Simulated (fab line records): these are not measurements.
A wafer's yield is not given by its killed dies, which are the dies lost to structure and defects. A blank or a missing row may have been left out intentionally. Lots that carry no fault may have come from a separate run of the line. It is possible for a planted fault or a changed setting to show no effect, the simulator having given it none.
2 desks looking at one fault | flow sky130 | numbers are kept per desk, each desk with only its own; the story behind them comes last

AT THE METROLOGY DESK
Lot by lot, what the gauges showed, no matter which tool ran the lot: averages of those sampled wafers that carry a number. A lot is out of limits, marked OUT, if its mean lies more than 4 standard deviations from the usual mean; the brackets give that distance.
Columns: A = cdNm at SKY_VT_ADJUST_HVTR_CD_MEAS_07, usual 380.0 nm; B = cdNm at SKY_SONOS_TUNNEL_CD_MEAS_07, usual 409.3 nm
lot  | first seen here | A     | B
L534 | day 9 19:49     | 378.9 | 409.2
L536 | day 10 07:07    | 379.3 | 409.7
L538 | day 10 18:07    | 382.8 | 405.5
L539 | day 11 01:31    | 378.0 | 408.4
L541 | day 11 16:32    | 378.9 | 406.1
L544 | day 12 09:56    | 381.8 | 408.9
L545 | day 12 17:59    | 379.8 | 407.5
L546 | day 13 03:37    | 378.1 | 409.9
L552 | day 14 17:32    | 380.9 | 407.9
L553 | day 15 08:19    | 377.5 | 408.6
L555 | day 15 18:38    | 380.4 | 409.3
L556 | day 16 03:35    | 382.1 | 409.4
This desk found nothing out of limits on any of the 12 lots.

THE TOOL OWNER'S DESK: lithoTrack-03
The tool's own readings at SKY_GATE_OXIDE_COAT_05 (resist thk 1140 nm): means of the sampled wafers that have a number, for each lot that ran on this tool. A lot is out of limits, marked OUT, if its mean lies more than 4 standard deviations from the usual mean; the brackets give that distance.
Columns: A = resistLineTempC at SKY_GATE_OXIDE_COAT_05, usual 22.97 C
lot  | first seen here | A
L534 | day 13 14:37    | 23.02
L544 | day 16 14:28    | 23.07
L545 | day 17 00:22    | 23.02
L546 | day 17 14:39    | 23.05
This desk found nothing out of limits on any of the 4 lots.

BROUGHT TOGETHER
From the metrology desk's view, nothing was out of limits.
The desk of the tool owner found nothing out of limits.

WHAT THE SIMULATOR HAD INSERTED
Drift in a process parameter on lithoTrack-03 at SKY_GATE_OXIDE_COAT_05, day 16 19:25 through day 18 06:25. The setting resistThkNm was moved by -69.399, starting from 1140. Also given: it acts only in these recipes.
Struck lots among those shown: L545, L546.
